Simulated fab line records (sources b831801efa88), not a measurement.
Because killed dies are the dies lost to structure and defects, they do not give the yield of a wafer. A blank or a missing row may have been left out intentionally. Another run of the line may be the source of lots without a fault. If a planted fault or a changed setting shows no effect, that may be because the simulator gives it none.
2 desks, one fault + flow gf180mcu + what lay behind the numbers comes last; until then each desk has only its own

## AT THE METROLOGY DESK
Lot by lot, what the gauges showed, no matter which tool ran the lot: averages of those sampled wafers that carry a number. The brackets show how far a lot's mean lies from the usual mean; more than 4 standard deviations puts the lot out of limits, marked OUT.
Columns: A = V5_OVL at GF_V5_OVL_MEAS_15, usual -2 nm; B = TOP_METAL_ALCU_RS at GF_TOP_METAL_RS_MEAS_05, usual 0.0329 ohm/sq; C = PASSIVATION_CVD_00_THK at GF_PASSIVATION_THK_MEAS_01, usual 1001 nm
| lot  | first seen here | A   | B      | C              |
|------|-----------------|-----|--------|----------------|
| L145 | day 27 08:34    | -5  | 0.0331 | 1006           |
| L146 | day 28 01:15    | 9   | 0.0325 | 1010           |
| L147 | day 28 05:05    | 4   | 0.0332 | 1007           |
| L148 | day 28 17:17    | -15 | 0.0327 | 1004           |
| L150 | day 29 04:57    | -2  | 0.0328 | 1006           |
| L151 | day 29 08:24    | 2   | 0.0327 | 997            |
| L152 | day 29 14:02    | -4  | 0.0329 | 1014           |
| L154 | day 30 10:23    | -7  | 0.0328 | 992            |
| L156 | day 30 21:55    | 2   | 0.0331 | 1014           |
| L157 | day 31 07:08    | -0  | 0.0333 | 1002           |
| L161 | day 32 03:58    | -1  | 0.0323 | 983            |
| L163 | day 32 13:31    | 0   | 0.0330 | 885 (-8.9) OUT |
| L167 | day 33 15:47    | -12 | 0.0332 | 882 (-9.2) OUT |
This desk's result: L163, L167 out of limits, first on L163 (PASSIVATION_CVD_00_THK at GF_PASSIVATION_THK_MEAS_01), day 33 08:21. L145, L146, L147, L148, L150, L151, L152, L154, L156, L157, L161 stayed within limits.

## DESK OF THE TOOL OWNER: pecvd-03
The tool's own readings at GF_PASSIVATION_CVD_00 (deposits SiO2 from TEOS, target thk 1000 nm, time 111.95 s): means of the sampled wafers that have a number, for each lot that ran on this tool. The brackets show how far a lot's mean lies from the usual mean; more than 4 standard deviations puts the lot out of limits, marked OUT.
Columns: A = heater_power_w at GF_PASSIVATION_CVD_00, usual 693 W
| lot  | first seen here | A   |
|------|-----------------|-----|
| L145 | day 28 07:49    | 641 |
| L146 | day 28 23:55    | 668 |
| L147 | day 29 03:30    | 681 |
| L148 | day 29 14:40    | 671 |
| L152 | day 30 11:05    | 660 |
| L156 | day 31 18:08    | 646 |
| L163 | day 33 08:17    | 691 |
| L167 | day 34 09:19    | 669 |
Finding of this desk: none of the 8 lots has anything out of limits.

## BROUGHT TOGETHER
Metrology desk: alarm possible at day 33 08:21 on L163, L167.
The desk of the tool owner found nothing out of limits.
Tool owner's desk: L163, L167 on record, inside its limits.
Of the lots named, all ran GF_PASSIVATION_CVD_00 on pecvd-03.

## WHAT THE SIMULATOR PUT IN
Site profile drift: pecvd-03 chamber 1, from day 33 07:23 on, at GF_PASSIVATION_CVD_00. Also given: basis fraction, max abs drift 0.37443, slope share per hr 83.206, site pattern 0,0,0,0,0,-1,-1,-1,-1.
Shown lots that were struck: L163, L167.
Delay in hours, fault start to first out-of-limits reading, per desk: metrology desk 1.
